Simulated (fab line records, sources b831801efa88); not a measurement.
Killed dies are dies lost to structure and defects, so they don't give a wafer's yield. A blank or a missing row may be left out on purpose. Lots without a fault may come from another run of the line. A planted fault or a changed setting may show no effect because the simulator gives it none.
A struck lot beside a sound one | flow sky130 | 23 steps out of a route of 708
Sound: wafers L213.3, L213.4, L213.5. Struck: wafers L223.1, L223.2, L223.3. The cause comes at the end.
At each step with rows: each side's tool, then ch and its chambers, then its first start. Under that, the readings that differ: sound wafers | struck wafers | difference of the means | sigmas: that difference in standard deviations of wafers without a fault.
alike: readings whose means differ by less than 2 such deviations, and words and numbers that are the same on both sides. not compared: withheld readings, readings that some wafer has no value for, bounds like >300 that may hide the same value, and numbers for which the record gives no deviation and whose values overlap.
The two part at a step that has a row with sigmas, a row that says differs or no value, or rows on one side only. Numbers that don't overlap but have no deviation are shown without sigmas and don't part them. A reading that every wafer of one side lacks parts them only if that side has two wafers or more.

first, 1 step without rows for these wafers: SKY_POLY_GATE_OXIDATION_20 (stabilise 600 s, purge 300 s, target thk 4 nm).
SKY_POLY_GATE_THK_MEAS_21:
  sound on film_metro-01, day 20 06:10; struck on film_metro-02, day 23 15:12
  alike: POLY_GATE_OXIDATION_THK
SKY_POLY_GATE_CD_MEAS_22:
  sound on cd_sem-01, day 20 06:16; struck on cd_sem-02, day 23 15:16
  alike: cd_nm
then, 7 steps without rows for these wafers: SKY_LDD_N_DEHYDRATE_00 (time 60 s); SKY_LDD_N_HMDS_01 (prime time 60 s); SKY_LDD_N_COAT_02 (resist thk 300 nm); SKY_LDD_N_SOFTBAKE_03 (time 60 s); SKY_LDD_N_EXPOSE_04 (exposes mask NTM, target cd 840 nm); SKY_LDD_N_PEB_05; SKY_LDD_N_DEVELOP_06 (develop time 60 s).
SKY_LDD_N_OVL_MEAS_07:
  sound on overlay-01, day 21 12:17; struck on overlay-02, day 24 20:42
  alike: LDD_N_OVL
then, 1 step without rows for these wafers: SKY_LDD_N_IMPLANT_08.
SKY_LDD_N_IMPLANT_09:
  sound on implanter-01 ch 0, day 21 12:31; struck on implanter-04 ch 0, day 24 20:53
  reading            | sound                         | struck                    | difference | sigmas
  dose_ions_cm2      | 7.485e+13 7.486e+13 7.475e+13 | 7.42e+12 7.4e+12 7.45e+12 | -6.74e+13  | -99 or more
  faraday_current_uA | 432 434 417                   | 41 43 42                  | -386       | -42
  alike: beam_energy_keV
then, 6 steps without rows for these wafers: SKY_LDD_N_IMPLANT_10; SKY_LDD_N_IMPLANT_11; SKY_LDD_N_IMPLANT_12; SKY_LDD_N_IMPLANT_13; SKY_LDD_N_IMPLANT_14; SKY_LDD_N_IMPLANT_15.
SKY_LDD_N_STRIP_16: strips in O2/N2.
  sound on plasma_asher-02 ch 0,1, day 21 13:33; struck on plasma_asher-01 ch 0,1, day 24 21:56
  reading                      | sound             | struck            | difference | sigmas
  strip_time_to_endpoint_s (s) | 4.310 4.307 4.326 | 4.176 4.165 4.152 | -0.150     | -12
  alike: drypump_motor_current_A, oes_product_au
  not compared: rf_hours_counter_h
SKY_LDD_N_TW_MEAS_17:
  sound on film_metro-03, day 21 13:38; struck on film_metro-03, day 24 22:02
  reading  | sound          | struck         | difference | sigmas
  LDD_N_TW | 2593 2564 2590 | 2471 2461 2463 | -117       | -5
then, 1 step without rows for these wafers: SKY_LDD_P_DEHYDRATE_00 (time 60 s).
-- the record jumps here: 25 days lie between the struck wafers' starts before and after (it left off in module LDD_P and takes up again in module PAD_OPEN, whose first step shown is number 708 of the route) --
SKY_PAD_OPEN_PROBE_99:
  sound on prober-01, day 48 09:14; struck on prober-02, day 50 04:44
  reading                                    | sound                | struck               | difference | sigmas
  model.etest.tip_n.rs_ohm_sq                | 444.5 445.9 447.2    | 522.1 520.1 519.1    | +74.6      |
  model.etest.nfet_01v8_swapped.vt_sat_v (V) | 0.6579 0.6568 0.6593 | 0.6767 0.6698 0.6747 | +0.0157    |
  alike: killed_at_M0_to_M3, killed_at_M4_up, killed_at_contacts, killed_at_front_end, killed_at_other, killed_dies, killed_open, killed_short
  not compared: model.etest.nfet_01v8.r_on_ohm_um

WHERE THEY PART
First at SKY_LDD_N_IMPLANT_09; last, within this record, at SKY_LDD_N_TW_MEAS_17. Later steps at which nothing parts them and some readings are alike: SKY_PAD_OPEN_PROBE_99.

WHY: what the simulator had put in
Process parameter drift: implanter-04, from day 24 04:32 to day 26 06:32, at SKY_LDD_N_IMPLANT_09. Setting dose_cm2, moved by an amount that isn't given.
